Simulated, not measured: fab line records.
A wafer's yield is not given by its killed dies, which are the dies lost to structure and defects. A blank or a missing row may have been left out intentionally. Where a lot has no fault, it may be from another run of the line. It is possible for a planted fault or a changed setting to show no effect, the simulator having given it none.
Which tool is to blame? -- flow sky130 -- route of 708 steps, sampled at 1 step: 7 lots, 21 wafers

## WHAT THE GAUGES SHOWED, per wafer
SKY_CAPM_THK_MEAS_04: measures by xrf.
lot,measured,on,CAPM_TIN_THK (nm)
L195,day 36 13:23,film_metro-01,204.2 203.8 204.0
L199,day 37 21:53,film_metro-01,192.1 197.8 198.0
L207,day 40 08:28,film_metro-04,202.2 206.1 205.9
L209,day 42 02:57,film_metro-02,195.8 197.5 198.0
L211,day 42 11:25,film_metro-02,195.0 194.4 195.3
L214,day 42 13:33,film_metro-02,200.0 200.2 200.2
L217,day 42 22:40,film_metro-01,199.9 200.0 204.7

## EACH LOT AND THE TOOL THAT RAN IT (in order: tool; ch and the chambers of the sampled wafers; start)
Record: no process step prior to these readings.

## THE ANSWER, worked out from the rows above alone
Rule: usual is defined by the lots themselves. The widest of any qualifying gaps counts: lots, ordered by their means at a reading, are off when they make up no more than a third of the lots, leave a main group of 4 or more, and stand apart from it by 3 or more times the standard deviation of that group's means. A main group whose means are all the same, to the digits that the tables above print for the reading, isn't used. A lot without any number at a reading at which 4 lots or more have one is off too. All remaining lots with rows at the step are treated as sound.
No lot is off on any of the readings shown, so nothing can be concluded from this.

## WHAT THE SIMULATOR PUT IN
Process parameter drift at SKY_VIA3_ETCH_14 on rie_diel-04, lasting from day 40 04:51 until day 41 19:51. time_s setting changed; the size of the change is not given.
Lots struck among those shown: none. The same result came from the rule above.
